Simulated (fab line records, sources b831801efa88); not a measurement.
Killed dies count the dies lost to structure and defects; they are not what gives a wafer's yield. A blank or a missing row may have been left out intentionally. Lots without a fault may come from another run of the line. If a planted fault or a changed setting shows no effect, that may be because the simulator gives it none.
Code-filled problem report in 8D (eight disciplines) form / flow gf180mcu / the parts of the form that need people (team, actions taken, sign-off) are left out

== 1. WHAT IS WRONG ==
A mean of 2.423 Pa is read at GF_TOP_METAL_SPUTTER_00 for chamber-pressure-pa, taken on 1 wafer of 1 lot, against 2.001 Pa (standard deviation 0.004) on wafers free of any fault. That is +99 or more standard deviations from the usual mean.
The step: material Ti, target thk 37.5 nm, time 150 s.
First seen on wafer L769.3, day 30 22:34, on pvd-sputter-01. The record has a number at this step for 15 wafers belonging to 5 lots. The rule behind "out" and "out of limits": a value lying over 4 standard deviations away from the usual mean. All remaining wafers that have a number are taken as sound.

== 2. WHAT IT IS AND WHAT IT IS NOT ==
question=which readings at this step | is=chamber-pressure-pa | is not=throttle-valve-pct
question=which lots | is=L769 | is not=L758, L760, L774, L778
question=which wafers of those lots | is=L769.3 | is not=L769.4, L769.6
question=read on which tools | is=pvd-sputter-01 | is not=pvd-sputter-02, pvd-sputter-03
question=when | is=from day 30 22:34 | is not=up to then (8 sound wafers); but 6 sound wafers of L774, L778 came after

== 3. SUSPECTS, AND WHAT RULES EACH OUT ==
Counting: any tool at a process step up to the reading remains a suspect provided it ran every lot that is out. Sound lots after the first of them don't rule it out here, since some wafers of a struck lot are sound.
- rie-diel-02 at GF_V5_ETCH_16 (etches BARC in N2/H2): kept. It ran the lot that is out, L769 (day 30 21:05).
- rie-diel-02 at GF_V5_ETCH_17 (etches SiO2 in C4F8/O2/Ar, stops on TiN, target depth 855 nm): kept. It ran the lot that is out, L769 (day 30 21:16). Because GF_V5_ETCH_17 lacks a start for some lots, the hours and order of its lots are taken from GF_V5_STRIP_18.
- plasma-asher-01 at GF_V5_STRIP_18 (strips in O2/N2): kept. It ran the lot that is out, L769 (day 30 21:16); its last sound lot up to then is L760 (day 27 23:37).
- pvd-sputter-04 at GF_V5_SPUTTER_21 (material Ti, target thk 15 nm, time 80.02 s): kept. It ran the lot that is out, L769 (day 30 21:52); its last sound lot up to then is L760 (day 28 00:09).
- cmp-02 at GF_V5_CMP_26 (polishes, stops on SiO2, t overpolish 15 s, target thk 0 nm): kept. It ran the lot that is out, L769 (day 30 22:16).
- pvd-sputter-01 at GF_TOP_METAL_SPUTTER_00 (material Ti, target thk 37.5 nm, time 150 s): kept. It ran the lot that is out, L769 (day 30 22:34); its last sound lot up to then is L760 (day 28 01:01). Its own readings are out on those wafers: chamber-pressure-pa.
- In rie-diel-02 at GF_V5_ETCH_16, the wafers that are out were processed in chamber 2 and their sound lot-mates in chambers 1, 3.
- In rie-diel-02 at GF_V5_ETCH_17, the wafers that are out were processed in chamber 2 and their sound lot-mates in chambers 1, 3.
- At GF_V5_STRIP_18 on plasma-asher-01, chamber 1 took the sound wafers of the same lots and chamber 0 took the wafers that are out.
Left after counting: rie-diel-02 at GF_V5_ETCH_16, rie-diel-02 at GF_V5_ETCH_17, plasma-asher-01 at GF_V5_STRIP_18, pvd-sputter-04 at GF_V5_SPUTTER_21, cmp-02 at GF_V5_CMP_26, pvd-sputter-01 at GF_TOP_METAL_SPUTTER_00.

== 4. THE CAUSE (what the simulator had put in) ==
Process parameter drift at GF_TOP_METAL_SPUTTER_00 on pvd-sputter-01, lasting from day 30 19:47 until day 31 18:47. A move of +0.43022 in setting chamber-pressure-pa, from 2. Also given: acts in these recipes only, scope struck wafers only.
This tool is one of the 6 suspects left after counting.

== 5. THE CHAIN OF EFFECTS, in route order ==
Rows list readings where the struck wafers' mean (over those with a number) sits beyond 3 standard deviations from the usual. Only readings for which the record gives a usual standard deviation are gone through. hours: the time from each lot's start at the first step in this table that gives one to its start at this step, as a median over the lots. sigmas: the change in usual standard deviations.
hours=0; step=GF_TOP_METAL_SPUTTER_00; reading=chamber-pressure-pa; usual=2.001 Pa; on struck wafers=2.423; change=+0.422; sigmas=+99 or more
Its process steps:
- GF_TOP_METAL_SPUTTER_00: material Ti, target thk 37.5 nm, time 150 s.

== 6. HOW IT WOULD HAVE BEEN CAUGHT EARLIER ==
In this record the first reading out of limits was taken at day 30 22:34, 3 hours after the fault began at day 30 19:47.
